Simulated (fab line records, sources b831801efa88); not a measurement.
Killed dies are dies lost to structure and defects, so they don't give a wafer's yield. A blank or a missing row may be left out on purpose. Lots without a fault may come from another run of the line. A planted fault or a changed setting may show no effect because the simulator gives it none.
Chamber matching | flow sky130 | SKY_METAL3_ETCH_17 on rie_diel-03: 4 sister chambers
The step etches SiO2 in C4F8/O2/Ar, stops on TiN, time 3.9 s, target depth 15 nm. 8 wafers are shown with their chamber, then 9 later ones without.

WAFERS WITH THEIR CHAMBER
wafer  | chamber | oes_product_au (a.u.)
L082.1 | 2       | 0.759
L082.3 | 1       | 0.757
L082.5 | 1       | 0.763
L085.2 | 3       | 0.731
L085.5 | 2       | 0.754
L087.1 | 3       | 0.746
L087.4 | 0       | 0.754
L087.5 | 0       | 0.756

WAFERS WITHOUT THEIR CHAMBER
wafer  | oes_product_au (a.u.)
L090.1 | 0.755
L090.3 | 0.746
L090.6 | 0.762
L091.1 | 0.754
L091.3 | 0.747
L091.4 | 0.750
L094.2 | 0.751
L094.4 | 0.757
L094.5 | 0.753

WHICH CHAMBER EACH WENT THROUGH
wafer  | from the rows above               | in truth
L090.1 | can't be placed: 0 or 2 or 1      | 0
L090.3 | can't be placed: 3 or 0 or 2 or 1 | 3
L090.6 | can't be placed: 1 or 2 or 0      | 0
L091.1 | can't be placed: 0 or 2 or 1      | 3
L091.3 | can't be placed: 0 or 3 or 2 or 1 | 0
L091.4 | can't be placed: 0 or 2 or 1 or 3 | 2
L094.2 | can't be placed: 0 or 2 or 1 or 3 | 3
L094.4 | can't be placed: 2 or 0 or 1      | 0
L094.5 | can't be placed: 0 or 2 or 1      | 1
Placed correctly: 0 of 9. Can't be placed from these rows: 9 (the true chamber is among the candidates in 8). Placed wrongly: 0.
How it was worked out, from the rows above alone: a wafer's distance from a chamber is the root of the sum, over the readings, of the square of ((its reading less the chamber's mean) divided by the reading's scatter). The wafer belongs to the nearest chamber; if the next one is less than 2 further off, it can't be placed. A chamber's mean is the mean of its shown wafers. The scatter: the root of (the sum of the squares of (reading less its chamber's mean) over the shown wafers, divided by (wafers less chambers)).
